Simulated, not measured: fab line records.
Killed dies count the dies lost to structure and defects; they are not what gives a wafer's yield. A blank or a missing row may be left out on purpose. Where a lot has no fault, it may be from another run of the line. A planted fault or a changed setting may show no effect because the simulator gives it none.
Which tool is to blame? :: flow sky130 :: 12 lots, 36 wafers sampled, at 5 steps of a route of 708

== WHAT THE GAUGES SHOWED, per wafer ==
SKY_CAPM_RS_MEAS_03: uses a four-point probe to measure.
lot: L075
measured: day 36 12:02
on: film metro-02
CAPM_TIN_RS (ohm/sq): 6.95 6.96 6.91

lot: L077
measured: day 37 19:44
on: film metro-02
CAPM_TIN_RS (ohm/sq): 6.87 6.88 6.94

lot: L080
measured: day 38 02:41
on: film metro-02
CAPM_TIN_RS (ohm/sq): 6.82 6.74 6.75

lot: L081
measured: day 38 12:20
on: film metro-04
CAPM_TIN_RS (ohm/sq): 7.00 6.92 7.04

lot: L084
measured: day 39 12:09
on: film metro-02
CAPM_TIN_RS (ohm/sq): 6.74 6.70 6.70

lot: L085
measured: day 40 01:13
on: film metro-04
CAPM_TIN_RS (ohm/sq): 7.01 7.07 7.13

lot: L087
measured: day 40 13:26
on: film metro-04
CAPM_TIN_RS (ohm/sq): 6.84 6.84 6.94

lot: L089
measured: day 40 22:58
on: film metro-01
CAPM_TIN_RS (ohm/sq): 6.97 7.05 6.88

lot: L091
measured: day 41 15:02
on: film metro-04
CAPM_TIN_RS (ohm/sq): 6.89 6.93 6.99

lot: L094
measured: day 42 06:24
on: film metro-01
CAPM_TIN_RS (ohm/sq): 6.83 6.76 6.98

lot: L093
measured: day 42 13:00
on: film metro-02
CAPM_TIN_RS (ohm/sq): 6.80 6.96 6.90

lot: L097
measured: day 43 01:54
on: film metro-01
CAPM_TIN_RS (ohm/sq): 6.83 6.72 6.70

== EACH LOT AND THE TOOL THAT RAN IT (in order: tool; ch and the chambers of the sampled wafers; start) ==
lot: L075
SKY_SD_P_STRIP_10: plasma asher-04 ch 1, day 25 16:13
SKY_METAL1_STRIP_20: plasma asher-03 ch 0,1, day 32 23:31
SKY_VIA2_ETCH_14: rie diel-04 ch 0,1,2, day 36 10:04
SKY_CAPM_SPUTTER_02: pvd sputter-01, day 36 11:55

lot: L077
SKY_SD_P_STRIP_10: plasma asher-01 ch 0,1, day 27 01:43
SKY_METAL1_STRIP_20: plasma asher-03 ch 0,1, day 34 05:49
SKY_VIA2_ETCH_14: rie diel-03 ch 0,1,2, day 37 18:01
SKY_CAPM_SPUTTER_02: pvd sputter-04, day 37 19:38

lot: L080
SKY_SD_P_STRIP_10: plasma asher-01 ch 0,1, day 27 09:59
SKY_METAL1_STRIP_20: plasma asher-04 ch 0,1, day 34 14:00
SKY_VIA2_ETCH_14: rie diel-03 ch 0,1,3, day 38 00:58
SKY_CAPM_SPUTTER_02: pvd sputter-04, day 38 02:35

lot: L081
SKY_SD_P_STRIP_10: plasma asher-04 ch 0,1, day 27 20:31
SKY_METAL1_STRIP_20: plasma asher-03 ch 0,1, day 34 23:30
SKY_VIA2_ETCH_14: rie diel-03 ch 0,1,2, day 38 10:37
SKY_CAPM_SPUTTER_02: pvd sputter-01, day 38 12:14

lot: L084
SKY_SD_P_STRIP_10: plasma asher-01 ch 0,1, day 29 02:24
SKY_METAL1_STRIP_20: plasma asher-04 ch 0,1, day 36 01:05
SKY_VIA2_ETCH_14: rie diel-04 ch 0,2, day 39 10:23
SKY_CAPM_SPUTTER_02: pvd sputter-04, day 39 12:00

lot: L085
SKY_SD_P_STRIP_10: plasma asher-01 ch 0,1, day 29 14:19
SKY_METAL1_STRIP_20: plasma asher-03 ch 0,1, day 36 14:48
SKY_VIA2_ETCH_14: rie diel-04 ch 1,3, day 39 23:30
SKY_CAPM_SPUTTER_02: pvd sputter-01, day 40 01:07

lot: L087
SKY_SD_P_STRIP_10: plasma asher-01 ch 0,1, day 30 02:05
SKY_METAL1_STRIP_20: plasma asher-02 ch 0,1, day 37 02:11
SKY_VIA2_ETCH_14: rie diel-03 ch 1,2,3, day 40 11:37
SKY_CAPM_SPUTTER_02: pvd sputter-04, day 40 13:19

lot: L089
SKY_SD_P_STRIP_10: plasma asher-04 ch 0,1, day 30 15:18
SKY_METAL1_STRIP_20: plasma asher-02 ch 0,1, day 37 13:32
SKY_VIA2_ETCH_14: rie diel-04 ch 1,2, day 40 21:10
SKY_CAPM_SPUTTER_02: pvd sputter-01, day 40 22:49

lot: L091
SKY_SD_P_STRIP_10: plasma asher-04 ch 0,1, day 31 09:37
SKY_METAL1_STRIP_20: plasma asher-02 ch 0,1, day 38 07:04
SKY_VIA2_ETCH_14: rie diel-04 ch 0,2, day 41 13:18
SKY_CAPM_SPUTTER_02: pvd sputter-04, day 41 14:54

lot: L094
SKY_SD_P_STRIP_10: plasma asher-01 ch 0,1, day 32 01:31
SKY_METAL1_STRIP_20: plasma asher-04 ch 0,1, day 38 22:57
SKY_VIA2_ETCH_14: rie diel-03 ch 0,3, day 42 04:37
SKY_CAPM_SPUTTER_02: pvd sputter-01, day 42 06:16

lot: L093
SKY_SD_P_STRIP_10: plasma asher-03 ch 0,1, day 32 12:01
SKY_METAL1_STRIP_20: plasma asher-02 ch 0,1, day 39 07:39
SKY_VIA2_ETCH_14: rie diel-04 ch 1,2,3, day 42 11:15
SKY_CAPM_SPUTTER_02: pvd sputter-03, day 42 12:53

lot: L097
SKY_SD_P_STRIP_10: plasma asher-03 ch 0,1, day 33 02:01
SKY_METAL1_STRIP_20: plasma asher-04 ch 0,1, day 39 20:27
SKY_VIA2_ETCH_14: rie diel-02 ch 0,2,3, day 43 00:10
SKY_CAPM_SPUTTER_02: pvd sputter-03, day 43 01:47
- SKY_SD_P_STRIP_10: strips in O2/N2.
- SKY_METAL1_STRIP_20: strips in O2/N2.
- SKY_VIA2_ETCH_14: etches BARC in N2/H2, stops on SiO2, time 45.9 s, target depth 60 nm.
- SKY_CAPM_SPUTTER_02: material TiN, target thk 200 nm, time 166.7 s.

== THE ANSWER, worked out from the rows above alone ==
Rule: what is usual is taken from the lots themselves. The widest of any qualifying gaps counts: lots, ordered by their means at a reading, are off when they make up no more than a third of the lots, leave a main group of 4 or more, and stand apart from it by 3 or more times the standard deviation of that group's means. A main group whose means are all the same, to the digits that the tables above print for the reading, isn't used. A lot without any number at a reading at which 4 lots or more have one is off too. Any other lot the step has rows for is counted as sound.
Nothing can be told from this: no lot is off at any reading shown.

== WHAT WAS PUT IN BY THE SIMULATOR ==
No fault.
